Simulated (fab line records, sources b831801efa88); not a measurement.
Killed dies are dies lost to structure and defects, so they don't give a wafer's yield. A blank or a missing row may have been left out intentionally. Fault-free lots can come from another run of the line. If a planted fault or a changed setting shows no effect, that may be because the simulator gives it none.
One fault seen from 2 desks ; flow sky130 ; each desk holds nothing but its own numbers, with what lay behind them at the end

== AT THE METROLOGY DESK ==
What the gauges read, lot by lot, whatever tool the lot ran on: means of the sampled wafers that have a number. If a lot's mean is further than 4 standard deviations from the usual mean, the lot is out of limits and carries the mark OUT (the distance appears in the brackets).
Columns: A = VT_ADJUST_LVTN_01_OVL at SKY_VT_ADJUST_LVTN_OVL_MEAS_18, usual 0.5 nm; B = POLY_GATE_TW at SKY_RES_PROTECT_TW_MEAS_08, usual 4038; C = POLY_GATE_OXIDATION_THK at SKY_POLY_GATE_THK_MEAS_21, usual 4.01 nm
lot;first seen here;A;B;C
L733;day 7 22:44;1.1;4013;4.01
L738;day 9 08:31;-1.3;4005;3.95
L740;day 9 15:14;1.1;4022;4.00
L743;day 10 14:34;-0.5;3993;3.99
L745;day 11 07:49;-0.4;4024;3.95
L746;day 11 10:20;1.9;4012;3.91
L747;day 11 19:25;1.8;4075;4.81 (+8.5) OUT
L748;day 12 02:28;-0.9;4062;4.81 (+8.5) OUT
L749;day 12 11:11;0.3;4051;4.03
L750;day 12 16:14;0.1;4096;4.71 (+7.4) OUT
L755;day 14 02:26;-0.8;4008;3.84
Per this desk, out of limits: L747, L748, L750; the first was L747, day 21 20:40 (POLY_GATE_OXIDATION_THK at SKY_POLY_GATE_THK_MEAS_21). L733, L738, L740, L743, L745, L746, L749, L755 stayed within limits.

== TOOL OWNER'S DESK, furnace-02 ==
The tool's own readings at SKY_POLY_GATE_OXIDATION_20 (stabilise 600 s, purge 300 s, target thk 4 nm): means of the sampled wafers that have a number, for each lot that ran on this tool. If a lot's mean is further than 4 standard deviations from the usual mean, the lot is out of limits and carries the mark OUT (the distance appears in the brackets).
Columns: A = spike-tc-bottom-C at SKY_POLY_GATE_OXIDATION_20, usual 866.3 C; B = spike-tc-centre-C at SKY_POLY_GATE_OXIDATION_20, usual 850.3 C; C = spike-tc-lower-C at SKY_POLY_GATE_OXIDATION_20, usual 849.9 C; D = spike-tc-top-C at SKY_POLY_GATE_OXIDATION_20, usual 861.6 C; E = spike-tc-upper-C at SKY_POLY_GATE_OXIDATION_20, usual 849.6 C; F = tube-center-temp-C at SKY_POLY_GATE_OXIDATION_20, usual 850 C; G = tube_center_temp_C_max at SKY_POLY_GATE_OXIDATION_20, usual 852.1
lot;first seen here;A;B;C;D;E;F;G
L733;day 16 23:37;864.9;850.9;851.5;861.7;850.5;850;852.2
L738;day 18 21:33;864.1;849.8;850.5;859.9;849.2;850;852.2
L740;day 19 04:45;863.9;850.8;850.0;861.5;850.9;850;852.2
L743;day 20 07:52;863.8;851.6;850.0;861.8;850.7;850;852.2
L746;day 21 14:54;863.6;850.4;850.7;861.2;850.1;850;852.1
L747;day 21 19:25;875.9;862.1 (+9.9) OUT;861.8 (+11) OUT;872.7 (+11) OUT;861.2 (+8.9) OUT;861 (+99 or more) OUT;863.4 (+32) OUT
L748;day 22 02:46;875.0;861.8 (+9.6) OUT;861.6 (+11) OUT;872.5 (+11) OUT;862.3 (+9.8) OUT;861 (+99 or more) OUT;863.0 (+31) OUT
L750;day 22 18:56;874.6;861.7 (+9.5) OUT;862.2 (+11) OUT;872.8 (+11) OUT;861.4 (+9.1) OUT;861 (+99 or more) OUT;863.3 (+32) OUT
This desk finds L747, L748, L750 out of limits, L747 being first, at day 21 19:25 (spike-tc-centre-C at SKY_POLY_GATE_OXIDATION_20). L733, L738, L740, L743, L746 stayed within limits.

== BROUGHT TOGETHER ==
At day 21 19:25, on L747, L748, L750, the tool owner's desk was in a position to raise an alarm.
On L747, L748, L750, the metrology desk was in a position to raise an alarm at day 21 20:40.
All the named lots went through SKY_POLY_GATE_OXIDATION_20 on furnace-02.

== WHAT THE SIMULATOR HAD PUT IN ==
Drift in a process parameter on furnace-02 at SKY_POLY_GATE_OXIDATION_20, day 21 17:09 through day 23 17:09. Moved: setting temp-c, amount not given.
Shown lots that were struck: L747, L748, L750.
Time in hours from fault onset to the first out-of-limits reading at each desk: tool owner's desk 2, metrology desk 4.
